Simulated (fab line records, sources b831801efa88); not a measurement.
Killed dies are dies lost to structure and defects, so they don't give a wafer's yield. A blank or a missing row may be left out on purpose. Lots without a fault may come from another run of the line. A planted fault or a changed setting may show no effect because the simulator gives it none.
Problem report in the 8D (eight disciplines) form, filled by code | flow sky130 | the parts of the form that need people (team, actions taken, sign-off) are left out

1. THE PROBLEM
oes_product_au at SKY_FIELD_ISO_ETCH_17 reads a mean of 0.775 a.u. on 3 wafers of 3 lots; wafers without a fault read 1.005 a.u. with a standard deviation of 0.0092. That is -25 standard deviations from the usual mean.
The step: etches Si in HBr/Cl2/O2, target depth 342 nm, time 97.7 s.
First seen on wafer L937.4, day 3 15:07, on rie_si-02. The record holds 36 wafers of 12 lots with a number at this step. Rule for "out", or "out of limits": more than 4 standard deviations from the usual mean. The other wafers with a number count as sound.

2. WHAT IT IS AND WHAT IT IS NOT
question                    | is                                 | is not
which readings at this step | oes_product_au, throttle_valve_pct | O2_flow_sccm, drypump_motor_current_A
which lots                  | L937, L938, L940                   | L931, L933, L934, L935, L947, L950, L952, L953, L954
which wafers of those lots  | L937.4, L938.2, L940.6             | L937.1, L937.3, L938.3, L938.6, L940.1, L940.3
read on which tools         | rie_si-02                          | rie_si-01
when                        | from day 3 15:07                   | up to then (14 sound wafers); but 19 sound wafers of L938, L940, L947, L950, L952, L953, L954 came after

3. SUSPECTS, AND WHAT RULES EACH OUT
Counting: a tool at a process step up to the reading stays a suspect if it ran every lot that is out. Sound lots after the first of them don't rule it out here, since some wafers of a struck lot are sound.
- rie_si-02 at SKY_FIELD_ISO_ETCH_17 (etches Si in HBr/Cl2/O2, target depth 342 nm, time 97.7 s): kept. It ran every lot that is out, first L937 (day 3 15:07); its last sound lot up to then is L934 (day 2 20:14). Its own readings are out on those wafers: oes_product_au, throttle_valve_pct.
- Within rie_si-02 at SKY_FIELD_ISO_ETCH_17: the wafers that are out ran in chamber 3; their sound lot-mates ran in chambers 0, 1, 2.
Left after counting: rie_si-02 at SKY_FIELD_ISO_ETCH_17.

4. THE CAUSE (what the simulator had put in)
Process parameter drift: rie_si-02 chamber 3, from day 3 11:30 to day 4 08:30, at SKY_FIELD_ISO_ETCH_17. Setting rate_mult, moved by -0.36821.
Counting left only this tool.

5. THE CHAIN OF EFFECTS, in route order
Each row: a reading whose mean over the struck wafers that have a number lies more than 3 standard deviations from the usual. Only readings for which the record gives a usual standard deviation are gone through. hours: the time from each lot's start at the first step in this table that gives one to its start at this step, as a median over the lots. sigmas: the change in usual standard deviations.
hours | step                  | reading            | usual      | on struck wafers | change | sigmas
0     | SKY_FIELD_ISO_ETCH_17 | oes_product_au     | 1.005 a.u. | 0.775            | -0.230 | -25
0     | SKY_FIELD_ISO_ETCH_17 | throttle_valve_pct | 25.652 %   | 25.812           | +0.160 | +13
The process steps in it:
- SKY_FIELD_ISO_ETCH_17: etches Si in HBr/Cl2/O2, target depth 342 nm, time 97.7 s.
Later measuring or inspecting steps at which every struck wafer that the step has a row for has a number for every such reading, and none has moved that far: SKY_LDD_P_TW_MEAS_11.

6. WHAT WOULD HAVE CAUGHT IT SOONER
In this record the first reading out of limits was taken at day 3 15:07, 4 hours after the fault began at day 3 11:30.
